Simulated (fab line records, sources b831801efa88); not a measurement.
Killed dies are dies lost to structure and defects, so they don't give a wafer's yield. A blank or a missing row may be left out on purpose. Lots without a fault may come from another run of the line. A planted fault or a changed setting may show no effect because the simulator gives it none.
A struck lot beside a sound one | flow sky130 | 17 steps out of a route of 708
Sound: wafers L637.2, L637.3, L637.6. Struck: wafers L649.1, L649.2. The cause comes at the end.
At each step with rows: each side's tool, then ch and its chambers, then its first start. Under that, the readings that differ: sound wafers | struck wafers | difference of the means | sigmas: that difference in standard deviations of wafers without a fault.
alike: readings whose means differ by less than 2 such deviations, and words and numbers that are the same on both sides. not compared: withheld readings, readings that some wafer has no value for, bounds like >300 that may hide the same value, and numbers for which the record gives no deviation and whose values overlap.
The two part at a step that has a row with sigmas, a row that says differs or no value, or rows on one side only. Numbers that don't overlap but have no deviation are shown without sigmas and don't part them. A reading that every wafer of one side lacks parts them only if that side has two wafers or more.

first, 2 steps without rows for these wafers: SKY_CONTACT_PEB_12; SKY_CONTACT_DEVELOP_13 (develop time 60 s).
SKY_CONTACT_CD_MEAS_14: target cd 170 nm.
  sound on cd_sem-02, day 33 08:52; struck on cd_sem-01, day 37 15:10
  reading    | sound             | struck      | difference | sigmas
  cd_nm (nm) | 171.0 170.7 170.6 | 167.0 167.6 | -3.5       | -2
SKY_CONTACT_OVL_MEAS_15:
  sound on overlay-01, day 33 08:59; struck on overlay-01, day 37 15:17
  alike: CONTACT_OVL
SKY_CONTACT_ETCH_16: etches BARC in N2/H2, stops on SiO2, time 45.9 s, target depth 60 nm.
  sound on rie_diel-02 ch 0,1,3, day 33 09:01; struck on rie_diel-02 ch 0,1, day 37 15:20
  alike: drypump_motor_current_A, oes_product_au, throttle_valve_pct
  not compared: rf_hours_counter_h
SKY_CONTACT_ETCH_17: etches SiO2 in C4F8/O2/Ar, stops on Si3N4, target depth 340 nm.
  sound on rie_diel-02 ch 0,1,3, day 33 09:03; struck on rie_diel-02 ch 0,1, day 37 15:22
  alike: oes_product_au
SKY_CONTACT_ETCH_18: etches Si3N4 in CHF3/O2, stops on TiN, time 39 s, target depth 75 nm.
  sound on rie_diel-02 ch 0,1,3; struck on rie_diel-02 ch 0,1
  alike: drypump_motor_current_A, oes_product_au, throttle_valve_pct
  not compared: rf_hours_counter_h
SKY_CONTACT_STRIP_19: strips in O2/N2.
  sound on plasma_asher-03 ch 1, day 33 09:08; struck on plasma_asher-04 ch 0,1, day 37 15:28
  alike: drypump_motor_current_A, oes_product_au, strip_time_to_endpoint_s
  not compared: rf_hours_counter_h
then, 3 steps without rows for these wafers: SKY_CONTACT_STRIP_20 (strips in post etch residue remover, time 1200 s); SKY_CONTACT_CLEAN_21 (cleans in IPA, time 180 s); SKY_CONTACT_CLEAN_22 (cleans in O3/DIW).
SKY_CONTACT_SPUTTER_23: material TiN, target thk 20 nm, time 80 s.
  sound on pvd_sputter-03, day 33 09:47; struck on pvd_sputter-01, day 37 16:03
  alike: throttle_valve_pct
SKY_CONTACT_CVD_24: deposits W, target thk 340 nm, time 102.12 s.
  sound on cvd_w-01 ch 0,1, day 33 09:50; struck on cvd_w-01 ch 0,1, day 37 16:07
  reading                               | sound             | struck      | difference | sigmas
  model.W_of_CONTACT_CVD_24.thk_nm (nm) | 346.3 341.5 337.8 | 365.9 361.2 | +21.7      |
  alike: chamber_pressure_Torr, heater_power_outer_w, heater_power_w
SKY_CONTACT_RS_MEAS_25: measures by four-point-probe.
  sound on film_metro-04, day 33 09:58; struck on film_metro-03, day 37 16:13
  reading               | sound             | struck      | difference | sigmas
  CONTACT_W_RS (ohm/sq) | 0.331 0.336 0.341 | 0.314 0.317 | -0.021     | -6
SKY_CONTACT_THK_MEAS_26: measures by xrf.
  sound on film_metro-04, day 33 10:05; struck on film_metro-03, day 37 16:20
  reading            | sound       | struck  | difference | sigmas
  CONTACT_W_THK (nm) | 352 346 344 | 374 364 | +22        | +5
then, 1 step without rows for these wafers: SKY_CONTACT_CMP_27 (polishes, stops on SiO2, t overpolish 15 s, target thk 0 nm).
-- the record jumps here: 13 days lie between the struck wafers' starts before and after (it left off in module CONTACT and takes up again in module PAD_OPEN, whose first step shown is number 708 of the route) --
SKY_PAD_OPEN_PROBE_99:
  sound on prober-01, day 47 02:05; struck on prober-01, day 50 05:35
  alike: killed_at_M0_to_M3, killed_at_M4_up, killed_at_contacts, killed_at_front_end, killed_at_other, killed_dies, killed_open, killed_short

WHERE THEY PART
First at SKY_CONTACT_CD_MEAS_14; last, within this record, at SKY_CONTACT_THK_MEAS_26. Later steps at which nothing parts them and some readings are alike: SKY_PAD_OPEN_PROBE_99.

WHY: what the simulator had put in
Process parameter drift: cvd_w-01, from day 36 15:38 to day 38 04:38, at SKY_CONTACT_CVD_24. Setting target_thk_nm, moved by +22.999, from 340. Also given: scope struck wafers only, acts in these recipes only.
